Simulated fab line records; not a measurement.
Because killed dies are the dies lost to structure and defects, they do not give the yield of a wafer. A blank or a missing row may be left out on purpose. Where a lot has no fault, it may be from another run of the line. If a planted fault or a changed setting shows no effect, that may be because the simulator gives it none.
The tool behind it: which one? | flow gf180mcu | 11 lots with 33 wafers sampled at 4 steps, on a route of 602 steps

WHAT THE GAUGES SHOWED, per wafer
GF_VT_IMPLANT_OVL_MEAS_07.
lot  | measured     | on         | VT_IMPLANT_OVL (nm)
L535 | day 5 07:37  | overlay-02 | -1.2 -1.7 -0.1
L536 | day 5 11:33  | overlay-02 | -0.6 0.9 0.6
L537 | day 6 13:46  | overlay-02 | -0.9 0.9 0.0
L540 | day 6 18:28  | overlay-02 | 0.9 -1.0 2.1
L545 | day 8 07:53  | overlay-02 | -117.4 -117.1 -117.2
L546 | day 8 15:35  | overlay-02 | -116.6 -114.9 -116.1
L547 | day 8 21:13  | overlay-01 | -117.8 -118.1 -118.2
L550 | day 9 17:33  | overlay-01 | 0.9 1.5 2.9
L552 | day 10 00:58 | overlay-02 | 1.1 1.3 1.0
L553 | day 10 08:46 | overlay-02 | 2.6 1.5 0.8
L556 | day 11 06:01 | overlay-01 | -1.1 1.1 0.0

EACH LOT AND THE TOOL THAT RAN IT (in order: tool; ch and the chambers of the sampled wafers; start)
lot  | GF_STI_STRIP_15                     | GF_DNWELL_STRIP_08                  | GF_VT_IMPLANT_EXPOSE_04
L535 | plasma_asher-01 ch 0,1, day 2 01:59 | plasma_asher-04 ch 0,1, day 2 17:44 | iline_stepper-01 ch 0, day 5 00:41
L536 | plasma_asher-04 ch 0,1, day 2 06:34 | plasma_asher-02 ch 0,1, day 2 20:40 | iline_stepper-01 ch 0, day 5 06:13
L537 | plasma_asher-04 ch 0,1, day 2 20:07 | plasma_asher-03 ch 0,1, day 3 14:34 | iline_stepper-01 ch 0, day 6 05:14
L540 | plasma_asher-01 ch 0,1, day 2 23:43 | plasma_asher-02 ch 0,1, day 3 18:37 | iline_stepper-02 ch 0, day 6 11:02
L545 | plasma_asher-03 ch 0,1, day 4 05:18 | plasma_asher-03 ch 0,1, day 5 02:04 | iline_stepper-01 ch 0, day 8 00:10
L546 | plasma_asher-03 ch 0,1, day 4 10:29 | plasma_asher-03 ch 0,1, day 5 07:41 | iline_stepper-01 ch 0, day 8 06:52
L547 | plasma_asher-01 ch 0, day 4 15:24   | plasma_asher-02 ch 0,1, day 5 10:53 | iline_stepper-01 ch 0, day 8 12:14
L550 | plasma_asher-01 ch 0,1, day 5 07:38 | plasma_asher-04 ch 0,1, day 6 04:23 | iline_stepper-02 ch 0, day 9 08:31
L552 | plasma_asher-01 ch 0,1, day 5 16:16 | plasma_asher-03 ch 0,1, day 6 12:49 | iline_stepper-02 ch 0, day 9 17:02
L553 | plasma_asher-04 ch 0,1, day 5 21:26 | plasma_asher-02 ch 0,1, day 6 17:40 | iline_stepper-02 ch 0, day 9 23:26
L556 | plasma_asher-03 ch 0,1, day 6 13:58 | plasma_asher-02 ch 0,1, day 7 12:17 | iline_stepper-02 ch 0, day 10 20:17
- GF_STI_STRIP_15: strips in O2/N2.
- GF_DNWELL_STRIP_08: strips in O2/N2.
- GF_VT_IMPLANT_EXPOSE_04: exposes mask LVPWELL LV AREA, target cd 600 nm.

THE ANSWER, worked out from the rows above alone
Rule: usual is defined by the lots themselves. The widest of any qualifying gaps counts: lots, ordered by their means at a reading, are off when they make up no more than a third of the lots, leave a main group of 4 or more, and stand apart from it by 3 or more times the standard deviation of that group's means. If all means in a main group match to the digits the tables above print for the reading, that group is not used. A lot without any number at a reading at which 4 lots or more have one is off too. Any other lot the step has rows for is counted as sound.
Off: at GF_VT_IMPLANT_OVL_MEAS_07 (VT_IMPLANT_OVL), L545, L546, L547. The main group has a mean of 0.6 nm with a standard deviation of 0.87.
If a tool, at a process step before that reading, ran all the lots that are off and no sound lot after the first of them, it fits. Gauges at GF_VT_IMPLANT_OVL_MEAS_07: tried the same way as those tools. One fits: GF_VT_IMPLANT_EXPOSE_04 on iline_stepper-01. A fault onset in the window from L537 (day 6 05:14, its last sound lot) to L545 (day 8 00:10, its first lot off) fits.

WHAT THE SIMULATOR PUT IN
Scanner matching overlay: iline_stepper-01, from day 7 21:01 on, at GF_VT_IMPLANT_EXPOSE_04. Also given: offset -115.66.
Lots struck among those shown: L545, L546, L547. This agrees with what the rule above found.
